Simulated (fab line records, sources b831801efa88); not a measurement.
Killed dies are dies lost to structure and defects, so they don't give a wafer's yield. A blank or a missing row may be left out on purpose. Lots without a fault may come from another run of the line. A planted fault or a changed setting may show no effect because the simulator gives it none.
Chamber matching | flow sky130 | SKY_VIA4_CMP_02 on cmp-01: 4 sister chambers
The step polishes SiO2. 4 wafers are shown with their chamber, then 12 later ones without.

WAFERS WITH THEIR CHAMBER
wafer  | chamber | motor_current_A (A)
L086.3 | 0       | 12.6
L088.3 | 1       | 10.6
L088.5 | 3       | 11.6
L088.6 | 2       | 9.4

WAFERS WITHOUT THEIR CHAMBER
wafer  | motor_current_A (A)
L089.3 | 12.4
L089.4 | 11.8
L089.6 | 12.0
L092.1 | 8.9
L092.2 | 12.2
L092.6 | 12.9
L093.3 | 9.4
L093.4 | 12.9
L093.6 | 9.6
L094.1 | 10.8
L094.3 | 11.8
L094.6 | 11.8

WHICH CHAMBER EACH WENT THROUGH
wafer  | from the rows above     | in truth
L089.3 | 0                       | 0
L089.4 | 3                       | 3
L089.6 | can't be placed: 3 or 0 | 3
L092.1 | 2                       | 2
L092.2 | can't be placed: 0 or 3 | 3
L092.6 | 0                       | 0
L093.3 | 2                       | 2
L093.4 | 0                       | 0
L093.6 | 2                       | 2
L094.1 | 1                       | 1
L094.3 | 3                       | 3
L094.6 | 3                       | 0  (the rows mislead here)
Placed correctly: 9 of 12. Can't be placed from these rows: 2 (the true chamber is among the candidates in 2). Placed wrongly: 1.
How it was worked out, from the rows above alone: a wafer's distance from a chamber is the root of the sum, over the readings, of the square of ((its reading less the chamber's mean) divided by the reading's scatter). The wafer belongs to the nearest chamber; if the next one is less than 2 further off, it can't be placed. A chamber's mean is the mean of its shown wafers. The scatter: with one shown wafer a chamber, the root of the mean of the squares of how far each hidden wafer lies from its nearest shown one.
